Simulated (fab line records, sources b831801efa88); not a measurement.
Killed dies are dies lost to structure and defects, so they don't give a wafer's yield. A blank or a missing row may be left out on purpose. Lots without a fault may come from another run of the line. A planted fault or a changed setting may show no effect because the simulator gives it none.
Chamber matching | flow sky130 | SKY_VIA2_CMP_02 on cmp-02: 4 sister chambers
The step polishes SiO2. 8 wafers are shown with their chamber, then 10 later ones without.

WAFERS WITH THEIR CHAMBER
wafer  | chamber | motor_current_A (A) | slurry_flow_ml_min
L081.6 | 1       | 11.1                | 150.6
L086.1 | 0       | 14.7                | 149.4
L086.5 | 3       | 10.0                | 150.2
L087.1 | 2       | 13.6                | 149.8
L087.3 | 3       | 10.6                | 149.5
L087.5 | 1       | 12.0                | 150.5
L088.2 | 0       | 15.4                | 150.0
L088.4 | 2       | 13.2                | 150.9

WAFERS WITHOUT THEIR CHAMBER
wafer  | motor_current_A (A) | slurry_flow_ml_min
L088.5 | 11.0                | 150.9
L089.1 | 12.8                | 150.6
L089.2 | 10.5                | 150.5
L089.4 | 15.1                | 149.7
L090.1 | 14.6                | 149.8
L090.3 | 13.5                | 149.9
L090.6 | 12.9                | 150.1
L095.1 | 14.1                | 150.0
L095.3 | 13.0                | 149.9
L095.5 | 11.4                | 149.7

WHICH CHAMBER EACH WENT THROUGH
wafer  | from the rows above     | in truth
L088.5 | can't be placed: 1 or 3 | 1
L089.1 | can't be placed: 2 or 1 | 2
L089.2 | can't be placed: 3 or 1 | 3
L089.4 | 0                       | 0
L090.1 | can't be placed: 0 or 2 | 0
L090.3 | 2                       | 2
L090.6 | can't be placed: 2 or 1 | 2
L095.1 | can't be placed: 2 or 0 | 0
L095.3 | 2                       | 2
L095.5 | can't be placed: 1 or 3 | 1
Placed correctly: 3 of 10. Can't be placed from these rows: 7 (the true chamber is among the candidates in 7). Placed wrongly: 0.
How it was worked out, from the rows above alone: a wafer's distance from a chamber is the root of the sum, over the readings, of the square of ((its reading less the chamber's mean) divided by the reading's scatter). The wafer belongs to the nearest chamber; if the next one is less than 2 further off, it can't be placed. A chamber's mean is the mean of its shown wafers. The scatter: the root of (the sum of the squares of (reading less its chamber's mean) over the shown wafers, divided by (wafers less chambers)).
